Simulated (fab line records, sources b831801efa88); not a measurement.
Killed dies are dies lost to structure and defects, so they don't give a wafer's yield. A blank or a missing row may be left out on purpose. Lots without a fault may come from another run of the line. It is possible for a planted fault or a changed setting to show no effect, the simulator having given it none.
A struck lot beside a sound one ; flow gf180mcu ; 15 out of 602 route steps
Sound: these wafers, L998.2, L998.4, L998.5. Struck: wafers L102.3, L102.5 (left out: L102.2, a lot-mate that was not struck); the cause follows at the end.
Each step with rows lists, per side, the tool, then ch with its chambers, then its first start. Under that, the readings that differ: sound wafers ; struck wafers ; difference of the means ; sigmas: that difference in standard deviations of wafers without a fault.
alike: readings whose means differ by less than 2 such deviations, and words and numbers that are the same on both sides. not compared: withheld readings, readings that some wafer has no value for, bounds like >300 that may hide the same value, and numbers for which the record gives no deviation and whose values overlap.
The two part at a step that has a row with sigmas, a row that says differs or no value, or rows on one side only. Numbers that don't overlap but have no deviation are shown without sigmas and don't part them. Lack of a reading on every wafer of one side parts them only where that side has two or more wafers.

GF_NSD_STRIP_11: strips in O2/N2.
  sound on plasmaAsher-03 ch 0,1, day 13 19:34; struck on plasmaAsher-01 ch 0, day 15 03:23
  alike: drypumpMotorCurrentA, heaterPowerW, o2FlowSccm, oesProductAu, stripTimeToEndpointS
  not compared: rfHoursCounterH
GF_NSD_TW_MEAS_12:
  struck on filmMetro-02, day 15 03:29; sound on filmMetro-04, day 13 19:40
reading;sound;struck;difference;sigmas
NSD_TW;4149 4134 4156;4315 4324;+173;+3
then, 7 steps without rows for these wafers: GF_PSD_DEHYDRATE_00 (time 60 s); GF_PSD_HMDS_01 (prime time 60 s); GF_PSD_COAT_02 (resist thk 1000 nm); GF_PSD_SOFTBAKE_03 (time 60 s); GF_PSD_EXPOSE_04 (exposes mask Pplus, target cd 400 nm); GF_PSD_PEB_05; GF_PSD_DEVELOP_06 (develop time 60 s).
GF_PSD_CD_MEAS_07 targets a cd of 400 nm.
  struck on cdSem-02, day 16 01:34; sound on cdSem-01, day 14 15:47
  alike: cdNm
GF_PSD_OVL_MEAS_08:
  struck on overlay-02, day 16 01:40; sound on overlay-01, day 14 15:54
  alike: PSD_OVL
following that, these wafers have no rows for 1 step: GF_PSD_IMPLANT_09.
GF_PSD_STRIP_10: strips in O2/N2.
  sound on plasmaAsher-01 ch 0,1, day 14 16:05; struck on plasmaAsher-01 ch 0, day 16 01:51
reading;sound;struck;difference;sigmas
o2FlowSccm (sccm);3013 2990 3009;3604 3603;+600;+61
oesProductAu (a.u.);0.590 0.584 0.592;0.603 0.601;+0.013;+3
stripTimeToEndpointS (s);16.52 16.49 16.53;16.39 16.46;-0.09;-3
  alike: drypumpMotorCurrentA, heaterPowerW
  not compared: rfHoursCounterH
GF_PSD_TW_MEAS_11:
  struck on filmMetro-03, day 16 01:58; sound on filmMetro-04, day 14 16:11
reading;sound;struck;difference;sigmas
PSD_TW;3120 3125 3115;3205 3208;+86;+3
GF_PASSIVATION_PROBE_99:
  the record has rows for the sound wafers here (prober-01, day 29 09:28) and none for the struck ones

== WHERE THEY PART ==
At GF_NSD_TW_MEAS_12 first; at GF_PASSIVATION_PROBE_99 last (within this record only).

WHY: whatever the simulator had introduced
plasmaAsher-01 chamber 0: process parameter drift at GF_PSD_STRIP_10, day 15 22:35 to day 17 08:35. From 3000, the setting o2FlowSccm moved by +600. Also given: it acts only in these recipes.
